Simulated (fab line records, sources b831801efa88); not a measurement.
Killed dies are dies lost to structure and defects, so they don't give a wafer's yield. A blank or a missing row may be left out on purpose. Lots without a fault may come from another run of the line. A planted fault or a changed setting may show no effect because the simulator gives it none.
A struck lot beside a sound one | flow sky130 | 16 steps out of a route of 708
Sound: wafers L459.1, L459.2, L459.4. Struck: wafers L454.1, L454.3. (L454.2 of the same lot was not struck and is left out.) The cause comes at the end.
At each step with rows: each side's tool, then ch and its chambers, then its first start. Under that, the readings that differ: sound wafers | struck wafers | difference of the means | sigmas: that difference in standard deviations of wafers without a fault.
alike: readings whose means differ by less than 2 such deviations, and words and numbers that are the same on both sides. not compared: withheld readings, readings that some wafer has no value for, bounds like >300 that may hide the same value, and numbers for which the record gives no deviation and whose values overlap.
The two part at a step that has a row with sigmas, a row that says differs or no value, or rows on one side only. Numbers that don't overlap but have no deviation are shown without sigmas and don't part them. A reading that every wafer of one side lacks parts them only if that side has two wafers or more.

first, 8 steps without rows for these wafers: SKY_METAL1_DEHYDRATE_07 (time 60 s); SKY_METAL1_HMDS_08 (prime time 60 s); SKY_METAL1_COAT_09 (resist thk 60 nm); SKY_METAL1_COAT_10 (resist thk 450 nm); SKY_METAL1_SOFTBAKE_11 (time 90 s); SKY_METAL1_EXPOSE_12 (exposes mask MM1, target cd 140 nm); SKY_METAL1_PEB_13; SKY_METAL1_DEVELOP_14 (develop time 60 s).
SKY_METAL1_CD_MEAS_15: target cd 140 nm.
  sound on cd_sem-01, day 38 12:25; struck on cd_sem-02, day 37 03:04
  alike: cd_nm
SKY_METAL1_OVL_MEAS_16:
  sound on overlay-02, day 38 12:32; struck on overlay-01, day 37 03:11
  alike: METAL1_OVL
SKY_METAL1_DESCUM_17: chemistry O2, time 8 s.
  sound on rie_metal-02 ch 0,1, day 38 12:34; struck on rie_metal-04 ch 1, day 37 03:13
  alike: drypump_motor_current_A, oes_product_au, rf_fwd_power_W
  not compared: rf_hours_counter_h
SKY_METAL1_ETCH_18: etches BARC in N2/H2, stops on SiO2, time 44.24 s, target depth 60 nm.
  sound on rie_metal-02 ch 0,1, day 38 12:36; struck on rie_metal-04 ch 1, day 37 03:16
  reading               | sound             | struck      | difference | sigmas
  oes_product_au (a.u.) | 0.881 0.878 0.880 | 0.870 0.870 | -0.010     | -2
  alike: drypump_motor_current_A, rf_fwd_power_W, throttle_valve_pct
  not compared: rf_hours_counter_h
SKY_METAL1_METAL_ETCH_19: etches the open film in Cl2/BCl3, stops on SiO2, target depth 360 nm, time 78 s.
  sound on rie_metal-02 ch 0,1, day 38 12:40; struck on rie_metal-04 ch 1, day 37 03:20
  reading                                       | sound             | struck          | difference | sigmas
  oes_product_au (a.u.)                         | 0.857 0.861 0.862 | 0.792 0.782     | -0.073     | -12
  over_etch_frac                                | 0.3 0.3 0.3       | 0.53121 0.53121 | +0.23121   |
  model.KrF-thick_of_METAL1_COAT_10.thk_nm (nm) | 167.4 158 164.6   | 118.8 119.2     | -44.3      |
  model.METAL1.cd_nm (nm)                       | 141.2 143.2 142.5 | 131.5 130.7     | -11.2      |
  alike: drypump_motor_current_A, rf_fwd_power_W, throttle_valve_pct
  not compared: rf_hours_counter_h
SKY_METAL1_STRIP_20: strips in O2/N2.
  sound on plasma_asher-03 ch 0,1, day 38 12:45; struck on plasma_asher-02 ch 1, day 37 03:28
  reading                      | sound             | struck      | difference | sigmas
  drypump_motor_current_A (A)  | 5.5 5.3 5.3       | 6.5 6.5     | +1.1       | +2
  oes_product_au (a.u.)        | 0.341 0.343 0.349 | 0.320 0.329 | -0.020     | -4
  strip_time_to_endpoint_s (s) | 2.80 2.67 2.75    | 2.27 2.26   | -0.48      | -10
  not compared: rf_hours_counter_h
then, 1 step without rows for these wafers: SKY_METAL1_STRIP_21 (strips in post etch residue remover, time 1200 s).
-- the record jumps here: 12 days lie between the struck wafers' starts before and after (it left off in module METAL1 and takes up again in module PAD_OPEN, whose first step shown is number 708 of the route) --
SKY_PAD_OPEN_PROBE_99:
  sound on prober-01, day 50 03:08; struck on prober-02, day 49 02:51
  alike: defect_limited_yield, killed_at_M0_to_M3, killed_at_M4_up, killed_at_contacts, killed_at_front_end, killed_at_other, killed_dies, killed_open, killed_short, sort_bin_3_pad_short, sort_bin_5_function, sort_bin_6_memory, sort_n_pass, sort_yield_pct

WHERE THEY PART
First at SKY_METAL1_ETCH_18; last, within this record, at SKY_METAL1_STRIP_20. Later steps at which nothing parts them and some readings are alike: SKY_PAD_OPEN_PROBE_99.

WHY: what the simulator had put in
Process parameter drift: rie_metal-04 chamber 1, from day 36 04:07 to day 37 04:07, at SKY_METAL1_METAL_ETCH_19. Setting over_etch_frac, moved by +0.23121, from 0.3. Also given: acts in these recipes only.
